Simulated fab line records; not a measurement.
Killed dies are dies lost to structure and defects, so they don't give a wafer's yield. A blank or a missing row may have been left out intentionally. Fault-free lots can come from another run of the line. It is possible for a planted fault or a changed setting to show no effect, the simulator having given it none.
What tool caused it? | flow gf180mcu | Sampling: 6 lots, 18 wafers, 2 of 602 route steps

== WHAT THE GAUGES READ, wafer by wafer ==
GF_HV_LDD_CD_MEAS_19: target cd 400 nm.
lot  | measured     | on        | cd_nm (nm)
L171 | day 10 21:56 | cd_sem-01 | 403 402 404
L173 | day 11 13:04 | cd_sem-01 | 403 406 406
L186 | day 15 22:20 | cd_sem-02 | 401 400 399
L187 | day 16 12:53 | cd_sem-02 | 404 404 402
L190 | day 16 23:59 | cd_sem-01 | 394 395 395
L193 | day 18 01:10 | cd_sem-02 | 398 397 397

== WHICH TOOL RAN EACH LOT (tool, then ch and the chambers of the sampled wafers, then the start) ==
lot  | GF_HV_LDD_EXPOSE_16
L171 | iline_stepper-01 ch 0, day 10 12:49
L173 | iline_stepper-02 ch 0, day 11 04:07
L186 | iline_stepper-02 ch 0, day 15 11:26
L187 | iline_stepper-02 ch 0, day 16 01:54
L190 | iline_stepper-01 ch 0, day 16 13:23
L193 | iline_stepper-02 ch 0, day 17 14:02
- GF_HV_LDD_EXPOSE_16: exposes mask Pplus LV AREA, target cd 400 nm.

== THE ANSWER, worked out from the rows above alone ==
Rule: the lots themselves supply what counts as usual. The widest of any qualifying gaps counts: lots, ordered by their means at a reading, are off when they make up no more than a third of the lots, leave a main group of 4 or more, and stand apart from it by 3 or more times the standard deviation of that group's means. Not used: any main group whose means are identical at the precision the tables above print for the reading. A lot without any number at a reading at which 4 lots or more have one is off too. Any other lot the step has rows for is counted as sound.
No lot is off at any reading shown: from this, nothing can be told.

== WHAT THE SIMULATOR PUT IN ==
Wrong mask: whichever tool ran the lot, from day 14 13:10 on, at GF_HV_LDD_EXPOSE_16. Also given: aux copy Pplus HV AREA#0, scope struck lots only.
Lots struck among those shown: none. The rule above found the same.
